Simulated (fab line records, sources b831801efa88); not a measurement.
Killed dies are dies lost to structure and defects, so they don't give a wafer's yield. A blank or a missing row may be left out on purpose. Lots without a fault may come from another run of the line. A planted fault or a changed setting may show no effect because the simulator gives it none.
Which tool did it? | flow gf180mcu | 14 lots, 42 wafers sampled, at 5 steps of a route of 602

WHAT THE GAUGES READ, wafer by wafer
GF_STI_THK_MEAS_04.
lot  | measured    | on            | STI_CVD_03_THK (nm)
L752 | day 1 14:40 | film_metro-04 | 205.8 207.1 207.0
L753 | day 1 18:34 | film_metro-04 | 208.6 209.6 208.7
L754 | day 1 23:34 | film_metro-01 | 206.1 208.2 207.3
L755 | day 2 04:34 | film_metro-01 | 204.9 205.8 206.4
L756 | day 2 10:31 | film_metro-04 | 207.1 207.9 207.4
L757 | day 2 14:34 | film_metro-01 | 206.7 207.5 205.8
L758 | day 2 19:34 | film_metro-04 | 208.9 207.3 208.6
L760 | day 3 05:34 | film_metro-02 | 208.7 208.8 208.8
L762 | day 3 16:34 | film_metro-01 | 208.0 208.6 209.7
L763 | day 3 20:34 | film_metro-01 | 207.2 207.7 206.3
L764 | day 4 02:37 | film_metro-01 | 209.9 206.5 209.3
L765 | day 4 06:34 | film_metro-04 | 210.2 210.5 208.9
L772 | day 5 18:40 | film_metro-01 | 207.9 208.3 207.5
L775 | day 6 10:03 | film_metro-04 | 204.7 203.3 205.1

GF_MVSD_OVL_MEAS_07.
lot  | measured    | on         | MVSD_OVL (nm)
L752 | day 4 12:26 | overlay-02 | 0.0 0.4 0.1
L753 | day 4 16:25 | overlay-02 | 0.6 0.3 -1.4
L754 | day 4 22:14 | overlay-01 | -1.8 -0.8 -0.3
L755 | day 5 03:58 | overlay-02 | -3.4 -3.4 -2.9
L756 | day 5 10:20 | overlay-01 | 0.5 1.7 -1.6
L757 | day 5 18:25 | overlay-01 | -1.1 -0.8 -0.8
L758 | day 5 23:07 | overlay-01 | -3.3 -1.9 -2.9
L760 | day 6 08:28 | overlay-02 | -3.1 -3.6 -2.0
L762 | day 6 22:56 | overlay-01 | -3.7 -4.6 -4.7
L763 | day 7 02:52 | overlay-02 | -0.6 -1.3 -1.1
L764 | day 7 08:16 | overlay-01 | -128.3 -128.5 -128.6 -128.2 -128.2 -128.6
L765 | day 7 12:25 | overlay-01 | -130.2 -131.5 -130.9 -130.1 -131.4 -130.9
L772 | day 9 05:58 | overlay-01 | -2.1 -1.7 -0.9
L775 | day 9 23:58 | overlay-02 | -1.6 -0.5 -1.8

GF_DUAL_GATE_THK_MEAS_03.
lot  | measured     | on            | DUAL_GATE_OXIDATION_00_THK (nm)
L752 | day 7 16:22  | film_metro-04 | 10.80 10.90 10.74
L753 | day 7 22:24  | film_metro-01 | 11.03 11.16 11.10
L754 | day 8 04:40  | film_metro-04 | 10.79 10.76 10.74
L755 | day 8 11:13  | film_metro-04 | 11.04 11.04 11.19
L756 | day 8 17:50  | film_metro-01 | 11.09 11.04 11.07
L757 | day 9 04:20  | film_metro-04 | 10.77 10.65 10.53
L758 | day 9 09:34  | film_metro-04 | 11.25 11.37 11.23
L760 | day 9 20:13  | film_metro-01 | 11.00 10.70 10.72
L762 | day 10 12:16 | film_metro-01 | 10.99 10.98 11.07
L763 | day 10 18:16 | film_metro-01 | 11.10 11.01 11.14
L772 | day 13 05:26 | film_metro-04 | 10.85 10.74 10.79
L775 | day 14 01:56 | film_metro-04 | 11.23 11.31 11.26

GF_POLY_GATE_CD_MEAS_10: target cd 280 nm.
lot  | measured     | on        | cd_nm (nm)
L752 | day 9 04:32  | cd_sem-02 | 279.6 279.8 279.9
L753 | day 9 10:43  | cd_sem-01 | 280.0 280.5 280.8
L754 | day 9 17:08  | cd_sem-02 | 279.4 279.6 279.0
L755 | day 10 00:40 | cd_sem-02 | 278.8 277.9 279.5
L756 | day 10 07:11 | cd_sem-01 | 278.0 277.3 278.2
L757 | day 10 17:13 | cd_sem-02 | 279.8 279.6 280.3
L758 | day 11 00:05 | cd_sem-01 | 280.3 279.6 279.6
L760 | day 11 11:49 | cd_sem-01 | 279.4 279.9 278.0
L762 | day 12 06:55 | cd_sem-02 | 280.5 281.3 282.2
L763 | day 12 11:59 | cd_sem-02 | 280.2 279.6 279.4
L772 | day 15 01:22 | cd_sem-01 | 280.0 281.8 279.8
L775 | day 15 21:59 | cd_sem-01 | 280.0 280.5 279.5

WHICH TOOL RAN EACH LOT (tool, then ch and the chambers of the sampled wafers, then the start)
lot  | GF_MVSD_EXPOSE_04
L752 | iline_stepper-02 ch 0, day 4 05:35
L753 | iline_stepper-01 ch 0, day 4 09:29
L754 | iline_stepper-01 ch 0, day 4 16:02
L755 | iline_stepper-02 ch 0, day 4 20:56
L756 | iline_stepper-01 ch 0, day 5 03:45
L757 | iline_stepper-01 ch 0, day 5 11:19
L758 | iline_stepper-02 ch 0, day 5 16:14
L760 | iline_stepper-02 ch 0, day 6 01:40
L762 | iline_stepper-01 ch 0, day 6 15:27
L763 | iline_stepper-02 ch 0, day 6 18:57
L764 | iline_stepper-01 ch 0, day 7 00:47
L765 | iline_stepper-01 ch 0, day 7 04:37
L772 | iline_stepper-02 ch 0, day 8 21:52
L775 | iline_stepper-02 ch 0, day 9 15:03
- GF_MVSD_EXPOSE_04: exposes mask MVSD, target cd 1000 nm.

WHAT THE TOOLS THEMSELVES READ (means of the sampled wafers that have a number; where no wafer has one, the mark that the record gives instead)
GF_MVSD_EXPOSE_04.
lot  | tool             | exposure_dose_mJ_cm2 | reticle_temp_C (C)
L752 | iline_stepper-02 | 260.16               | 23.08
L753 | iline_stepper-01 | 259.99               | 22.93
L754 | iline_stepper-01 | 260.20               | 23.06
L755 | iline_stepper-02 | 259.89               | 22.86
L756 | iline_stepper-01 | 259.97               | 23.02
L757 | iline_stepper-01 | 259.85               | 22.81
L758 | iline_stepper-02 | 260.19               | 22.90
L760 | iline_stepper-02 | 259.61               | 22.99
L762 | iline_stepper-01 | 259.85               | 22.99
L763 | iline_stepper-02 | 260.18               | 22.90
L764 | iline_stepper-01 | 259.82               | 23.00
L765 | iline_stepper-01 | 260.08               | 23.11
L772 | iline_stepper-02 | 260.38               | 22.93
L775 | iline_stepper-02 | 260.16               | 23.02

THE ANSWER, worked out from the rows above alone
Rule: what is usual is taken from the lots themselves. Put in order of their means at a reading, lots are off if they are a third of the lots or fewer, leave a main group of 4 or more, and stand apart from it by a gap of 3 or more times the standard deviation of the main group's means; of several such gaps the widest counts. A main group whose means are all the same, to the digits that the tables above print for the reading, isn't used. A lot without any number at a reading at which 4 lots or more have one is off too. The other lots that the step has rows for count as sound. The gauges are gone through in route order, then the tools' own readings, and for those a lot's mean is taken as printed above. The first step at which some lot is off is used, and at that step the reading that is off furthest; a lot without a number counts as furthest.
Off: L764, L765, at GF_MVSD_OVL_MEAS_07 (MVSD_OVL). The main group: mean -1.6 nm, standard deviation 1.4.
A tool fits if, at a process step before that reading, it ran every lot that is off, and no sound lot after the first of them. The gauges at GF_MVSD_OVL_MEAS_07 are tried like those tools. One fits: iline_stepper-01 at GF_MVSD_EXPOSE_04. Its last sound lot is L762 (day 6 15:27), its first lot that is off L764 (day 7 00:47): a fault that began between those two fits.

WHAT THE SIMULATOR HAD PUT IN
Scanner matching overlay: iline_stepper-01, from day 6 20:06 on, at GF_MVSD_EXPOSE_04. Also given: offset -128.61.
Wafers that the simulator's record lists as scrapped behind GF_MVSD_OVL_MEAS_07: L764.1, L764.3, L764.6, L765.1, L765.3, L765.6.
Lots struck among those shown: L764, L765. The rule above found the same.
